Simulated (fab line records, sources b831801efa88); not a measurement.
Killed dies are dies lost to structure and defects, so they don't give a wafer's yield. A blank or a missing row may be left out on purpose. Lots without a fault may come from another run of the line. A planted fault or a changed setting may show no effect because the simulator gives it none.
Which tool did it? | flow gf180mcu | 7 lots, 21 wafers sampled, at 3 steps of a route of 602

WHAT THE GAUGES READ, wafer by wafer
GF_V1_THK_MEAS_01.
lot  | measured     | on            | V1_CVD_00_THK (nm)
L640 | day 17 19:14 | film_metro-02 | 600 593 595
L642 | day 18 15:13 | film_metro-03 | 592 589 608
L644 | day 19 08:39 | film_metro-04 | 586 589 584
L646 | day 20 05:03 | film_metro-02 | 602 595 598
L650 | day 21 19:43 | film_metro-04 | 603 597 603
L656 | day 23 17:59 | film_metro-02 | 317 316 319
L661 | day 25 09:30 | film_metro-02 | 602 597 600

WHICH TOOL RAN EACH LOT (tool, then ch and the chambers of the sampled wafers, then the start)
lot  | GF_SALICIDE_SPUTTER_03       | GF_V1_CVD_00
L640 | pvd_sputter-02, day 15 18:41 | hdpcvd-01 ch 0,1, day 17 19:08
L642 | pvd_sputter-02, day 16 13:05 | hdpcvd-01 ch 0,1,2, day 18 15:08
L644 | pvd_sputter-02, day 17 05:35 | hdpcvd-01 ch 0,2, day 19 08:35
L646 | pvd_sputter-03, day 18 02:20 | hdpcvd-02 ch 0,2, day 20 04:58
L650 | pvd_sputter-02, day 19 15:59 | hdpcvd-02 ch 0,1,2, day 21 19:38
L656 | pvd_sputter-03, day 21 16:08 | hdpcvd-02 ch 1,2, day 23 17:55
L661 | pvd_sputter-03, day 23 08:10 | hdpcvd-01 ch 0,1, day 25 09:25
- GF_SALICIDE_SPUTTER_03: material TiN, target thk 20 nm, time 16.7 s.
- GF_V1_CVD_00: deposits SiO2, target thk 600 nm, time 100 s.

THE ANSWER, worked out from the rows above alone
Rule: what is usual is taken from the lots themselves. Put in order of their means at a reading, lots are off if they are a third of the lots or fewer, leave a main group of 4 or more, and stand apart from it by a gap of 3 or more times the standard deviation of the main group's means; of several such gaps the widest counts. A main group whose means are all the same, to the digits that the tables above print for the reading, isn't used. A lot without any number at a reading at which 4 lots or more have one is off too. The other lots that the step has rows for count as sound.
Off: L656, at GF_V1_THK_MEAS_01 (V1_CVD_00_THK). The main group: mean 596 nm, standard deviation 4.8.
A tool fits if, at a process step before that reading, it ran every lot that is off, and no sound lot after the first of them. The gauges at GF_V1_THK_MEAS_01 are tried like those tools. One fits: hdpcvd-02 at GF_V1_CVD_00. Its last sound lot is L650 (day 21 19:38), its first lot that is off L656 (day 23 17:55): a fault that began between those two fits.

WHAT THE SIMULATOR HAD PUT IN
Process parameter drift: hdpcvd-02, from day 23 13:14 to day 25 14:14, at GF_V1_CVD_00. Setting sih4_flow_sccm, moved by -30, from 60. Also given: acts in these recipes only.
Lots struck among those shown: L656. The rule above found the same.
